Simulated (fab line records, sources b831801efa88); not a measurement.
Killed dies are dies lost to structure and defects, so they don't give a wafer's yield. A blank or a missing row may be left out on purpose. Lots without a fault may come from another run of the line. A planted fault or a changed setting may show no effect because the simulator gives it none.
A struck lot beside a sound one | flow sky130 | 41 steps out of a route of 708
Sound: wafers L846.3, L846.5, L846.6. Struck: wafers L857.3, L857.4, L857.6. The cause comes at the end.
At each step with rows: each side's tool, then ch and its chambers, then its first start. Under that, the readings that differ: sound wafers | struck wafers | difference of the means | sigmas: that difference in standard deviations of wafers without a fault.
alike: readings whose means differ by less than 2 such deviations, and words and numbers that are the same on both sides. not compared: withheld readings, readings that some wafer has no value for, bounds like >300 that may hide the same value, and numbers for which the record gives no deviation and whose values overlap.
The two part at a step that has a row with sigmas, a row that says differs or no value, or rows on one side only. Numbers that don't overlap but have no deviation are shown without sigmas and don't part them. A reading that every wafer of one side lacks parts them only if that side has two wafers or more.

first, 5 steps without rows for these wafers: SKY_GATE_OXIDE_COAT_05 (resist thk 1140 nm); SKY_GATE_OXIDE_SOFTBAKE_06 (time 60 s); SKY_GATE_OXIDE_EXPOSE_07 (exposes mask LVOM, target cd 600 nm); SKY_GATE_OXIDE_PEB_08; SKY_GATE_OXIDE_DEVELOP_09 (develop time 60 s).
SKY_GATE_OXIDE_OVL_MEAS_10:
  sound on overlay-02, day 16 23:49; struck on overlay-02, day 20 00:08
  alike: GATE_OXIDE_OVL
then, 2 steps without rows for these wafers: SKY_GATE_OXIDE_IMPLANT_11; SKY_GATE_OXIDE_WET_ETCH_12 (etches SiO2 in dHF, target depth 16.8 nm, time 336 s).
SKY_GATE_OXIDE_STRIP_13: strips in O2/N2.
  sound on plasma_asher-02 ch 0,1, day 17 00:08; struck on plasma_asher-04 ch 0,1, day 20 00:27
  alike: drypump_motor_current_A, oes_product_au, strip_time_to_endpoint_s
  not compared: rf_hours_counter_h
SKY_GATE_OXIDE_TW_MEAS_14:
  sound on film_metro-03, day 17 00:13; struck on film_metro-04, day 20 00:32
  alike: GATE_OXIDE_TW
then, 2 steps without rows for these wafers: SKY_GATE_OXIDE_CLEAN_15 (cleans in SC1/SC2, time 150 s); SKY_GATE_OXIDE_OXIDATION_16 (stabilise 600 s, purge 300 s, target thk 3.57 nm).
SKY_POLY_GATE_CVD_00: deposits poly-Si, target thk 180 nm, time 720 s.
  sound on lpcvd-01 ch 1, day 17 03:30; struck on lpcvd-01 ch 1, day 20 02:44
  reading                                       | sound             | struck            | difference | sigmas
  model.poly-Si_of_POLY_GATE_CVD_00.thk_nm (nm) | 180.6 179.7 180.6 | 191.3 189.8 191.2 | +10.5      |
  alike: pressure_mtorr
SKY_POLY_GATE_THK_MEAS_01:
  sound on film_metro-02, day 17 04:43; struck on film_metro-04, day 20 04:11
  reading                   | sound             | struck            | difference | sigmas
  POLY_GATE_CVD_00_THK (nm) | 180.7 179.7 180.5 | 191.4 189.8 191.0 | +10.4      | +7
  not compared: hold
then, 7 steps without rows for these wafers: SKY_RES_PROTECT_HMDS_01 (prime time 60 s); SKY_RES_PROTECT_COAT_02 (resist thk 1140 nm); SKY_RES_PROTECT_SOFTBAKE_03 (time 60 s); SKY_RES_PROTECT_EXPOSE_04 (exposes mask RPM, target cd 1270 nm); SKY_RES_PROTECT_PEB_05; SKY_RES_PROTECT_DEVELOP_06 (develop time 60 s); SKY_POLY_GATE_IMPLANT_02.
SKY_RES_PROTECT_STRIP_07: strips in O2/N2.
  sound on plasma_asher-03 ch 0,1, day 18 09:36; struck on plasma_asher-04 ch 0,1, day 21 11:03
  reading                      | sound             | struck            | difference | sigmas
  strip_time_to_endpoint_s (s) | 23.45 23.45 23.46 | 23.37 23.39 23.34 | -0.09      | -2
  alike: drypump_motor_current_A, oes_product_au
  not compared: rf_hours_counter_h
SKY_RES_PROTECT_TW_MEAS_08:
  sound on film_metro-03, day 18 09:44; struck on film_metro-01, day 21 11:08
  alike: POLY_GATE_TW
SKY_RES_PROTECT_CLEAN_09: cleans in SC1/SC2, time 150 s.
  sound on wet_bench-04 ch 3, day 18 09:46; struck on wet_bench-02 ch 3, day 21 11:11
  reading                                       | sound         | struck            | difference | sigmas
  model.poly-Si_of_POLY_GATE_CVD_00.thk_nm (nm) | 180 179.1 180 | 190.7 189.2 190.6 | +10.5      |
then, 1 step without rows for these wafers: SKY_POLY_GATE_CVD_03 (deposits Si3N4 from DCS/NH3, target thk 75 nm, time 1290 s).
SKY_POLY_GATE_THK_MEAS_04:
  sound on film_metro-02, day 18 15:29; struck on film_metro-04, day 21 12:37
  alike: POLY_GATE_CVD_03_THK
then, 8 steps without rows for these wafers: SKY_POLY_GATE_DEHYDRATE_05 (time 60 s); SKY_POLY_GATE_HMDS_06 (prime time 60 s); SKY_POLY_GATE_COAT_07 (resist thk 110 nm); SKY_POLY_GATE_COAT_08 (resist thk 450 nm); SKY_POLY_GATE_SOFTBAKE_09 (time 90 s); SKY_POLY_GATE_EXPOSE_10 (exposes mask P1M, target cd 150 nm); SKY_POLY_GATE_PEB_11; SKY_POLY_GATE_DEVELOP_12 (develop time 60 s).
SKY_POLY_GATE_CD_MEAS_13: target cd 150 nm.
  sound on cd_sem-02, day 19 21:52; struck on cd_sem-01, day 22 20:37
  alike: cd_nm
SKY_POLY_GATE_OVL_MEAS_14:
  sound on overlay-02, day 19 21:57; struck on overlay-01, day 22 20:42
  alike: POLY_GATE_OVL
SKY_POLY_GATE_ETCH_15: etches BARC in N2/H2, stops on SiO2, time 118.5 s, target depth 110 nm.
  sound on rie_diel-04 ch 0,2,3, day 19 21:58; struck on rie_diel-04 ch 0,1, day 22 20:43
  alike: drypump_motor_current_A, oes_product_au, throttle_valve_pct
  not compared: rf_hours_counter_h
SKY_POLY_GATE_ETCH_16: etches Si3N4 in CH3F/O2, stops on poly-Si, time 147.5 s, target depth 75 nm.
  sound on rie_diel-04 ch 0,2,3, day 19 22:03; struck on rie_diel-04 ch 0,1, day 22 20:48
  alike: drypump_motor_current_A, oes_product_au, throttle_valve_pct
  not compared: rf_hours_counter_h
SKY_POLY_GATE_ETCH_17: etches poly-Si in HBr/Cl2, stops on SiO2, target depth 180 nm, time 70.5 s.
  sound on rie_si-01 ch 0,1,2, day 19 22:09; struck on rie_si-01 ch 1,3, day 22 20:54
  reading                               | sound             | struck            | difference | sigmas
  oes_product_au (a.u.)                 | 0.968 0.982 0.989 | 1.015 1.012 1.014 | +0.034     | +4
  model.POLY_GATE.feature_depth_nm (nm) | 175 178.6 180     | 184.1 185.5 185.3 | +7.1       |
  model.etch.depth_nm (nm)              | 175 178.6 180     | 184.1 185.5 185.3 | +7.1       |
  alike: drypump_motor_current_A, throttle_valve_pct
  not compared: rf_hours_counter_h
SKY_POLY_GATE_STRIP_18: strips in O2/N2.
  sound on plasma_asher-03 ch 0,1, day 19 22:14; struck on plasma_asher-04 ch 0,1, day 22 20:59
  alike: drypump_motor_current_A, oes_product_au, strip_time_to_endpoint_s
  not compared: rf_hours_counter_h
-- the record jumps here: 27 days lie between the struck wafers' starts before and after (it left off in module POLY_GATE and takes up again in module PAD_OPEN, whose first step shown is number 708 of the route) --
SKY_PAD_OPEN_PROBE_99:
  sound on prober-02, day 48 08:13; struck on prober-02, day 50 01:29
  not compared: model.etest.cap_li_to_poly.c_af_um2, model.etest.res_poly.rs_ohm_sq

WHERE THEY PART
First at SKY_POLY_GATE_THK_MEAS_01; last, within this record, at SKY_POLY_GATE_ETCH_17. Later steps at which nothing parts them and some readings are alike: SKY_POLY_GATE_STRIP_18.

WHY: what the simulator had put in
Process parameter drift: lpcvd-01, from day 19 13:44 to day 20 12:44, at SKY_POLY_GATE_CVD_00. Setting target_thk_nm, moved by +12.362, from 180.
